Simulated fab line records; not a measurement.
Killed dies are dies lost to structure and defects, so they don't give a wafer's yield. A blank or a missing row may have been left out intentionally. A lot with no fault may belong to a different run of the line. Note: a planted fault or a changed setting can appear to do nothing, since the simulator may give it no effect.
Matching of chambers + flow gf180mcu + pecvd-04 running GF_CONTACT_CVD_02: 3 sister chambers
The step deposits SiO2 from TEOS, target thk 860 nm, time 95.992 s. 6 wafers are shown with their chamber, then 7 later ones without.

WAFERS PAIRED WITH THEIR CHAMBERS
| wafer  | chamber | heater_power_w (W) |
|--------|---------|--------------------|
| L921.6 | 2       | 831                |
| L925.1 | 1       | 733                |
| L925.3 | 0       | 486                |
| L925.4 | 1       | 764                |
| L926.2 | 2       | 716                |
| L926.3 | 0       | 564                |

WAFERS WITHOUT THEIR CHAMBER
| wafer  | heater_power_w (W) |
|--------|--------------------|
| L926.6 | 811                |
| L928.1 | 668                |
| L928.4 | 573                |
| L928.5 | 472                |
| L929.3 | 737                |
| L929.4 | 625                |
| L929.6 | 538                |

WHICH CHAMBER EACH WENT THROUGH
| wafer  | from the rows above          | in truth |
|--------|------------------------------|----------|
| L926.6 | can't be placed: 2 or 1      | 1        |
| L928.1 | can't be placed: 1 or 2 or 0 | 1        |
| L928.4 | 0                            | 0        |
| L928.5 | 0                            | 0        |
| L929.3 | can't be placed: 1 or 2      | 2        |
| L929.4 | can't be placed: 0 or 1 or 2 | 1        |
| L929.6 | 0                            | 0        |
3 of 7 placed correctly. These rows do not allow placing 4 (true chamber among the candidates in 4). 0 placed wrongly.
How it was worked out, from the rows above alone: a wafer's distance from a chamber is the root of the sum, over the readings, of the square of ((its reading less the chamber's mean) divided by the reading's scatter). If the next closest chamber is less than 2 further off than the closest, the wafer can't be placed; otherwise it belongs to the closest. The mean given for a chamber averages the wafers shown for that chamber. The scatter is the square root of a quotient: the sum, over the shown wafers, of each reading's squared deviation from its chamber's mean, divided by wafers minus chambers.
